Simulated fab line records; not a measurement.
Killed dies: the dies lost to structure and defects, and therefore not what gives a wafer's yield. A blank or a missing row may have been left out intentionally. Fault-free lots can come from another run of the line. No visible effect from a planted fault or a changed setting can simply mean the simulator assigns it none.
Check for tools in common ; flow gf180mcu ; Lots sampled 13, wafers sampled 39

## REASON IT WAS OPENED
At GF_HV_LDD_TW_MEAS_23 the reading HV_LDD_2_TW is flagged on 2 of 13 lots. Wafers without a fault read 1057, standard deviation 20.
Rule: a lot is flagged when every wafer of it that has a number lies more than 4 standard deviations from that mean, or none has a number. As for the other lots, they are considered sound.

lot;measured;on;HV_LDD_2_TW, wafer by wafer;flag
L522;day 11 07:53;film_metro-02;1065 1063 1057;
L523;day 11 19:00;film_metro-04;1080 1081 1080;
L524;day 11 23:49;film_metro-04;1075 1076 1076;
L525;day 12 04:12;film_metro-04;1079 1080 1077;
L526;day 12 06:30;film_metro-02;1062 1063 1058;
L527;day 12 16:08;film_metro-02;1061 1060 1063;
L530;day 14 02:50;film_metro-02;1072 1070 1067;
L531;day 14 04:14;film_metro-01;1024 1023 1027;
L535;day 15 08:33;film_metro-01;1026 1021 1022;
L539;day 16 09:53;film_metro-01;963 958 968;FLAGGED
L541;day 17 03:53;film_metro-01;973 976 969;FLAGGED
L542;day 17 11:44;film_metro-01;1025 1025 1031;
L544;day 18 01:53;film_metro-02;1064 1065 1067;
Average over the flagged lots: 968; offset from the usual -89, equal to -4 standard deviations.

## TOOL THAT RAN EACH LOT
The record holds 1 process step before the reading, out of a route of 602 steps. Every cell lists first the tool, next ch and the chambers used by the sampled wafers, and last the start.
lot;flag;GF_HV_LDD_IMPLANT_21
L522;;implanter-03 ch 0, day 11 07:38
L523;;implanter-01 ch 0, day 11 18:46
L524;;implanter-04 ch 0, day 11 23:35
L525;;implanter-01 ch 0, day 12 03:57
L526;;implanter-01 ch 0, day 12 06:17
L527;;implanter-04 ch 0, day 12 15:53
L530;;implanter-03 ch 0, day 14 02:35
L531;;implanter-04 ch 0, day 14 04:00
L535;;implanter-01 ch 0, day 15 08:20
L539;FLAGGED;implanter-01 ch 0, day 16 09:38
L541;FLAGGED;implanter-01 ch 0, day 17 03:38
L542;;implanter-03 ch 0, day 17 11:29
L544;;implanter-03 ch 0, day 18 01:38
What these steps do:
- GF_HV_LDD_IMPLANT_21
- GF_HV_LDD_TW_MEAS_23

## FLAGGED AGAINST TOTAL, ONE TOOL AT A TIME (gauges that did the reading follow at the end)
step;tool;lots run;flagged;share of the flagged lots;sound lots run after its first flagged lot
GF_HV_LDD_IMPLANT_21;implanter-01;6;2;all;0
GF_HV_LDD_IMPLANT_21;implanter-03;4;0;none;-
GF_HV_LDD_IMPLANT_21;implanter-04;3;0;none;-
GF_HV_LDD_TW_MEAS_23;film_metro-01;5;2;all;1 (L542)
GF_HV_LDD_TW_MEAS_23;film_metro-02;5;0;none;-
GF_HV_LDD_TW_MEAS_23;film_metro-04;3;0;none;-

## WHAT IS ALLOWED BY THE TABLE
2 rows of the table ran every flagged lot: implanter-01 at GF_HV_LDD_IMPLANT_21, film_metro-01 at GF_HV_LDD_TW_MEAS_23.
- implanter-01 at GF_HV_LDD_IMPLANT_21: 2 of its 6 lots flagged. A fault beginning between L535 (day 15 08:20), its last sound lot, and L539 (day 16 09:38), its first flagged one, fits the data. Its own readings (beam_on_s, faraday_current_uA) fall more than 4 standard deviations out on all wafers of the flagged lots.
- film_metro-01 at GF_HV_LDD_TW_MEAS_23: 2 of its 5 lots flagged. Sound lots followed the first flagged one (L542) on it, something a lasting fault affecting the whole tool could not allow.
What remains is a single tool, implanter-01 at GF_HV_LDD_IMPLANT_21.

## WHAT HAD BEEN PUT IN BY THE SIMULATOR
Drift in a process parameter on implanter-01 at GF_HV_LDD_IMPLANT_21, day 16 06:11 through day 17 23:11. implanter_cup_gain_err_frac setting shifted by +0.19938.
Lots struck among those shown: L539, L541. Same finding as the rule above.
